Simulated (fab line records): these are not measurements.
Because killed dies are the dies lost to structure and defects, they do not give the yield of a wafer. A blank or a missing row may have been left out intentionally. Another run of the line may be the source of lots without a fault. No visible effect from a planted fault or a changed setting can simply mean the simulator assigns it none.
Matching of chambers | flow gf180mcu | 4 sister chambers for GF_STI_CMP_25 on cmp-01
The step polishes, stops on Si3N4, t overpolish 33 s, target thk 524.6 nm. 14 wafers are shown with their chamber, then 7 later ones without.

== WAFERS, EACH WITH ITS CHAMBER ==
wafer  | chamber | motor_current_A (A) | time_to_endpoint_s (s) | overpolish_run_s (s)
L171.1 | 2       | 13.1                | 122                    | 33.008
L171.3 | 1       | 11.3                | 123                    | 33.001
L171.6 | 1       | 11.1                | 125                    | 33.004
L175.3 | 1       | 11.5                | 122                    | 33.013
L175.4 | 0       | 12.8                | 115                    | 32.992
L175.5 | 1       | 12.1                | 126                    | 33.012
L176.4 | 0       | 13.0                | 118                    | 33.005
L176.5 | 3       | 12.2                | 128                    | 33.002
L176.6 | 2       | 14.5                | 127                    | 33.014
L179.3 | 3       | 12.9                | 123                    | 33.011
L179.4 | 1       | 11.9                | 124                    | 33.011
L179.5 | 2       | 14.3                | 119                    | 33.003
L184.1 | 2       | 14.0                | 122                    | 32.984
L184.4 | 3       | 12.5                | 132                    | 33.003

SIGNATURES (means of the wafers above)
reading            | chamber 0 | chamber 1 | chamber 2 | chamber 3 | scatter within a chamber
motor_current_A    | 12.900    | 11.580    | 13.975    | 12.533    | 0.458
time_to_endpoint_s | 116.50    | 124.00    | 122.50    | 127.67    | 2.97
overpolish_run_s   | 32.99850  | 33.00820  | 33.00225  | 33.00533  | 0.00868
Rule: for a wafer and a chamber, the distance is found by dividing, reading by reading, the gap between the wafer's reading and the chamber's mean by the reading's scatter, squaring, summing and taking the root. The wafer belongs to the nearest chamber; if the next one is less than 2 further off, it can't be placed. The scatter: the root of (the sum of the squares of (reading less its chamber's mean) over the shown wafers, divided by (wafers less chambers)).

== WAFERS MISSING THEIR CHAMBER ==
wafer  | motor_current_A (A) | time_to_endpoint_s (s) | overpolish_run_s (s)
L184.6 | 12.3                | 124                    | 33.003
L185.2 | 12.9                | 131                    | 32.996
L185.3 | 13.8                | 121                    | 33.001
L185.5 | 12.8                | 117                    | 32.989
L190.3 | 13.8                | 128                    | 32.977
L190.4 | 12.6                | 131                    | 33.006
L190.5 | 13.3                | 116                    | 32.996

== CHAMBER TAKEN BY EACH ==
wafer  | from the rows above          | in truth
L184.6 | can't be placed: 3 or 1 or 0 | 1
L185.2 | 3                            | 3
L185.3 | can't be placed: 2 or 0      | 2
L185.5 | 0                            | 0
L190.3 | can't be placed: 2 or 3 or 0 | 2
L190.4 | 3                            | 3
L190.5 | can't be placed: 0 or 2      | 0
3 of 7 placed correctly. Not placeable from these rows: 4 (in 4, the candidates include the true chamber). Number placed wrongly: 0.
